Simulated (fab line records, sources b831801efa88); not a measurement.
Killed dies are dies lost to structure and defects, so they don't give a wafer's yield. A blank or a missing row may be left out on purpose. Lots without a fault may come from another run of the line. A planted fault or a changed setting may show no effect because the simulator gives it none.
Which tool did it? | flow gf180mcu | 6 lots, 18 wafers sampled, at 2 steps of a route of 602

WHAT THE GAUGES READ, wafer by wafer
GF_STI_THK_MEAS_22.
lot  | measured    | on            | STI_OXIDATION_01_THK (nm)
L429 | day 2 18:27 | film_metro-01 | 15.53 15.33 15.35
L431 | day 3 06:31 | film_metro-04 | 14.92 15.38 15.29
L434 | day 3 21:37 | film_metro-01 | 15.08 15.10 15.41
L437 | day 4 07:35 | film_metro-01 | 14.88 15.15 14.86
L439 | day 4 20:38 | film_metro-03 | 20.18 19.96 20.11 20.16 20.05 20.11
L447 | day 6 11:16 | film_metro-03 | 15.21 15.59 15.32

WHICH TOOL RAN EACH LOT (tool, then ch and the chambers of the sampled wafers, then the start)
lot  | GF_STI_OXIDATION_21
L429 | furnace-02 ch 0, day 2 17:19
L431 | furnace-01 ch 0, day 3 05:22
L434 | furnace-02 ch 0, day 3 20:28
L437 | furnace-02 ch 0, day 4 06:26
L439 | furnace-02 ch 0, day 4 19:31
L447 | furnace-01 ch 0, day 6 10:08
- GF_STI_OXIDATION_21: stabilise 600 s, purge 300 s, target thk 15 nm.

THE ANSWER, worked out from the rows above alone
Rule: what is usual is taken from the lots themselves. Put in order of their means at a reading, lots are off if they are a third of the lots or fewer, leave a main group of 4 or more, and stand apart from it by a gap of 3 or more times the standard deviation of the main group's means; of several such gaps the widest counts. A main group whose means are all the same, to the digits that the tables above print for the reading, isn't used. A lot without any number at a reading at which 4 lots or more have one is off too. The other lots that the step has rows for count as sound.
Off: L439, at GF_STI_THK_MEAS_22 (STI_OXIDATION_01_THK). The main group: mean 15.23 nm, standard deviation 0.16.
A tool fits if, at a process step before that reading, it ran every lot that is off, and no sound lot after the first of them. The gauges at GF_STI_THK_MEAS_22 are tried like those tools. One fits: furnace-02 at GF_STI_OXIDATION_21. Its last sound lot is L437 (day 4 06:26), its first lot that is off L439 (day 4 19:31): a fault that began between those two fits.

WHAT THE SIMULATOR HAD PUT IN
Process parameter drift: furnace-02, from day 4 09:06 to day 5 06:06, at GF_STI_OXIDATION_21. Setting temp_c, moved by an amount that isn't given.
Lots struck among those shown: L439. The rule above found the same.
